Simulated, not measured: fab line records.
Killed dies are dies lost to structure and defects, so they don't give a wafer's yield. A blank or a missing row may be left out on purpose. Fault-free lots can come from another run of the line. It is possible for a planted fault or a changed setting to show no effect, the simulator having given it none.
Chamber matching / flow sky130 / cmp-02 running SKY_VIA1_CMP_02: 4 sister chambers
The step polishes SiO2. 8 wafers are shown with their chamber, then 7 later ones without.

== WAFERS, EACH WITH ITS CHAMBER ==
wafer=L731.2; chamber=0; motor current A (A)=10.8; slurry flow ml min=149.4
wafer=L732.1; chamber=1; motor current A (A)=13.5; slurry flow ml min=149.3
wafer=L734.4; chamber=1; motor current A (A)=13.1; slurry flow ml min=149.5
wafer=L734.5; chamber=3; motor current A (A)=11.1; slurry flow ml min=150.4
wafer=L735.4; chamber=0; motor current A (A)=11.4; slurry flow ml min=150.5
wafer=L735.5; chamber=2; motor current A (A)=12.0; slurry flow ml min=150.7
wafer=L745.3; chamber=2; motor current A (A)=11.5; slurry flow ml min=149.9
wafer=L745.4; chamber=3; motor current A (A)=11.1; slurry flow ml min=150.5

== WAFERS WHOSE CHAMBER IS MISSING ==
wafer=L745.6; motor current A (A)=10.8; slurry flow ml min=149.5
wafer=L748.1; motor current A (A)=11.4; slurry flow ml min=149.3
wafer=L748.4; motor current A (A)=11.3; slurry flow ml min=149.6
wafer=L748.6; motor current A (A)=11.9; slurry flow ml min=149.7
wafer=L752.4; motor current A (A)=11.5; slurry flow ml min=149.9
wafer=L752.5; motor current A (A)=11.1; slurry flow ml min=150.2
wafer=L752.6; motor current A (A)=10.4; slurry flow ml min=149.7

== WHICH CHAMBER EACH WENT THROUGH ==
wafer=L745.6; from the rows above=can't be placed: 0 or 3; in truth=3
wafer=L748.1; from the rows above=can't be placed: 0 or 2 or 3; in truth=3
wafer=L748.4; from the rows above=can't be placed: 0 or 3 or 2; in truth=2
wafer=L748.6; from the rows above=can't be placed: 2 or 0 or 3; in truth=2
wafer=L752.4; from the rows above=can't be placed: 2 or 0 or 3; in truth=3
wafer=L752.5; from the rows above=can't be placed: 0 or 3 or 2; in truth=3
wafer=L752.6; from the rows above=can't be placed: 0 or 3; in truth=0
Placed correctly: 0 of 7. Can't be placed from these rows: 7 (the true chamber is among the candidates in 7). Number placed wrongly: 0.
How it was worked out, from the rows above alone: a wafer's distance from a chamber is the root of the sum, over the readings, of the square of ((its reading less the chamber's mean) divided by the reading's scatter). If the next closest chamber is less than 2 further off than the closest, the wafer can't be placed; otherwise it belongs to the closest. For every chamber, the mean is computed from those of its wafers that are shown. How the scatter is found: for the shown wafers, subtract from each reading the mean of its chamber, square and add these, divide the total by (wafers less chambers), then take the root.
